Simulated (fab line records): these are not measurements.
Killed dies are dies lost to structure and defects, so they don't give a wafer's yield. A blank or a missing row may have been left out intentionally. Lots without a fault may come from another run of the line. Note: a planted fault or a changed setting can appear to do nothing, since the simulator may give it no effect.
Chamber matching | flow sky130 | SKY_LI_CONTACT_ETCH_14 on rie-diel-04 has 4 sister chambers
The step etches BARC in N2/H2, stops on SiO2, time 45.9 s, target depth 60 nm. 14 wafers are shown with their chamber, then 6 later ones without.

## WAFERS PAIRED WITH THEIR CHAMBERS
wafer  | chamber | drypump-motor-current-A (A) | oes-product-au (a.u.) | bias-w (W)
L220.2 | 0       | 6.1                         | 0.859                 | 100.2
L220.3 | 1       | 6.0                         | 0.854                 | 100.0
L220.5 | 3       | 5.4                         | 0.849                 | 100.0
L221.2 | 3       | 5.4                         | 0.857                 | 99.7
L221.4 | 1       | 6.0                         | 0.854                 | 100.4
L221.5 | 0       | 6.2                         | 0.859                 | 100.0
L222.1 | 3       | 5.4                         | 0.856                 | 100.2
L222.2 | 1       | 6.0                         | 0.850                 | 100.2
L222.3 | 0       | 6.2                         | 0.860                 | 99.7
L226.1 | 2       | 6.2                         | 0.858                 | 100.6
L226.3 | 1       | 6.0                         | 0.857                 | 99.7
L226.6 | 0       | 6.2                         | 0.863                 | 100.6
L228.1 | 1       | 6.0                         | 0.858                 | 99.4
L228.2 | 3       | 5.4                         | 0.853                 | 99.3

SIGNATURES (averages over the wafers above)
reading                 | chamber 0 | chamber 1 | chamber 2 | chamber 3 | scatter within a chamber
drypump-motor-current-A | 6.175     | 6.000     | 6.200     | 5.400     | 0.0274
oes-product-au          | 0.86025   | 0.85460   | 0.85800   | 0.85375   | 0.00298
bias-w                  | 100.125   | 99.940    | 100.600   | 99.800    | 0.39
Rule: for each reading, subtract the chamber's mean from the wafer's reading, divide by that reading's scatter and square the result; add these up over the readings and take the root, which gives the wafer's distance from the chamber. The wafer belongs to the nearest chamber; if the next one is less than 2 further off, it can't be placed. The scatter is the square root of a quotient: the sum, over the shown wafers, of each reading's squared deviation from its chamber's mean, divided by wafers minus chambers.

## WAFERS MISSING THEIR CHAMBER
wafer  | drypump-motor-current-A (A) | oes-product-au (a.u.) | bias-w (W)
L228.5 | 6.2                         | 0.861                 | 100.1
L232.2 | 6.2                         | 0.858                 | 99.7
L232.3 | 6.0                         | 0.859                 | 100.3
L232.6 | 6.2                         | 0.861                 | 99.4
L235.3 | 6.2                         | 0.851                 | 100.1
L235.5 | 6.2                         | 0.858                 | 100.2

## WHICH CHAMBER EACH WENT THROUGH
wafer  | from the rows above     | in truth
L228.5 | can't be placed: 0 or 2 | 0
L232.2 | can't be placed: 0 or 2 | 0
L232.3 | 1                       | 1
L232.6 | can't be placed: 0 or 2 | 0
L235.3 | can't be placed: 2 or 0 | 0
L235.5 | can't be placed: 2 or 0 | 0
Placed correctly: 1 of 6. Not placeable from these rows: 5 (in 5, the candidates include the true chamber). Wrongly placed: 0.
